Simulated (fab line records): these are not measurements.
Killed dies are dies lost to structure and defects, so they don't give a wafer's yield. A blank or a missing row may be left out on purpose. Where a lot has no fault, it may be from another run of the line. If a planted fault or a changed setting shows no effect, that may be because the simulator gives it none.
Comparing a struck lot with a sound one + flow sky130 + 37 steps out of a route of 708
Sound: wafers L768.2, L768.4, L768.6. Struck: wafers L775.1, L775.5, L775.6. Last of all comes the cause.
For every step that has rows: the tool of each side, followed by ch and its chambers, followed by its first start. Under that, the readings that differ: sound wafers + struck wafers + difference of the means + sigmas: that difference in standard deviations of wafers without a fault.
alike: readings whose means differ by less than 2 such deviations, and words and numbers that are the same on both sides. not compared: withheld readings, readings that some wafer has no value for, bounds like >300 that may hide the same value, and numbers for which the record gives no deviation and whose values overlap.
Wherever a step has rows on one side only, a row that says differs or no value, or a row with sigmas, the two part there. Non-overlapping numbers with no deviation appear without sigmas and do not part them. Lack of a reading on every wafer of one side parts them only where that side has two or more wafers.

first, 10 steps without rows for these wafers: SKY_CAP2M_DEHYDRATE_05 (time 60 s); SKY_CAP2M_HMDS_06 (prime time 60 s); SKY_CAP2M_COAT_07 (resist thk 1140 nm); SKY_CAP2M_SOFTBAKE_08 (time 60 s); SKY_CAP2M_EXPOSE_09 (exposes mask CAP2M, target cd 1000 nm); SKY_CAP2M_PEB_10; SKY_CAP2M_DEVELOP_11 (develop time 60 s); SKY_CAP2M_METAL_ETCH_13 (etches TiN in Cl2/BCl3, stops on SiO2, target depth 220 nm, time 62.9 s); SKY_CAP2M_STRIP_14 (strips in O2/N2); SKY_CAP2M_STRIP_15 (strips in post etch residue remover, time 1200 s).
SKY_CAP2M_CLEAN_16: cleans in IPA, time 180 s.
  sound on wetBench-03 ch 0, day 43 11:30; struck on wetBench-03 ch 3, day 45 17:07
then, 25 steps without rows for these wafers: SKY_CAP2M_CLEAN_17 (cleans in O3/DIW); SKY_METAL4_DEHYDRATE_05 (time 60 s); SKY_METAL4_HMDS_06 (prime time 60 s); SKY_METAL4_COAT_07 (resist thk 60 nm); SKY_METAL4_COAT_08 (resist thk 1140 nm); SKY_METAL4_SOFTBAKE_09 (time 90 s); SKY_METAL4_EXPOSE_10 (exposes mask MM4, target cd 300 nm); SKY_METAL4_PEB_11; SKY_METAL4_DEVELOP_12 (develop time 60 s); SKY_METAL4_DESCUM_15 (chemistry O2, time 8 s); SKY_METAL4_ETCH_16 (etches BARC in N2/H2, stops on SiO2, time 88.2 s, target depth 60 nm); SKY_METAL4_ETCH_17 (etches SiO2 in C4F8/O2/Ar, stops on TiN, time 3.78 s, target depth 15 nm); SKY_METAL4_METAL_ETCH_18 (etches the open film in Cl2/BCl3, stops on SiO2, target depth 845 nm, time 183.1 s); SKY_METAL4_STRIP_19 (strips in O2/N2); SKY_METAL4_STRIP_20 (strips in post etch residue remover, time 1200 s); SKY_METAL4_CLEAN_21 (cleans in IPA, time 180 s); SKY_METAL4_CLEAN_22 (cleans in O3/DIW); SKY_VIA4_HDPCVD_00 (deposits SiO2, target thk 1750 nm, time 291.7 s); SKY_VIA4_CMP_02 (polishes SiO2); SKY_VIA4_DEHYDRATE_04 (time 60 s); SKY_VIA4_HMDS_05 (prime time 60 s); SKY_VIA4_COAT_06 (resist thk 1140 nm); SKY_VIA4_SOFTBAKE_07 (time 62.73 s); SKY_VIA4_EXPOSE_08 (exposes mask VIM4, target cd 800 nm); SKY_VIA4_PEB_09.
-- the record jumps here: 4 days lie between the struck wafers' starts before and after (it left off in module VIA4 and takes up again in module PAD_OPEN, whose first step shown is number 708 of the route) --
SKY_PAD_OPEN_PROBE_99:
  sound on prober-02, day 47 23:01; struck on prober-01, day 50 00:32
| reading                               | sound             | struck            | difference | sigmas |
|---------------------------------------|-------------------|-------------------|------------|--------|
| killedAtOther                         | 0 0 0             | 22 23 24          | +23        | +44    |
| sort_bin_3_pad_short (%)              | 0.8 1.2 1.0       | 1.0 2.0 2.4       | +0.8       | +2     |
| sort_bin_5_function (%)               | 10.6 12.2 9.3     | 14.2 13.6 13.8    | +3.2       | +2     |
| model.etest.tester.sortNPass          | 397 397 411       | 382 388 385       | -17        |        |
| model.etest.tester.sortYieldPct (%)   | 80.69 80.69 83.54 | 77.64 78.86 78.25 | -3.39      |        |
| model.etest.tester.sort_bin_5_pct (%) | 10.57 12.2 9.35   | 14.23 13.62 13.82 | +3.18      |        |
  alike: defectLimitedYield, killed_at_M0_to_M3, killed_at_M4_up, killedAtContacts, killedAtFrontEnd, killedDies, killedOpen, killedShort, sort_bin_6_memory, sortNPass, sortYieldPct
  not compared: hold, model.etest.tester.sort_bin_3_pct

== WHERE THEY PART ==
At SKY_PAD_OPEN_PROBE_99 and nowhere else, as far as this record goes.

WHY: whatever the simulator had introduced
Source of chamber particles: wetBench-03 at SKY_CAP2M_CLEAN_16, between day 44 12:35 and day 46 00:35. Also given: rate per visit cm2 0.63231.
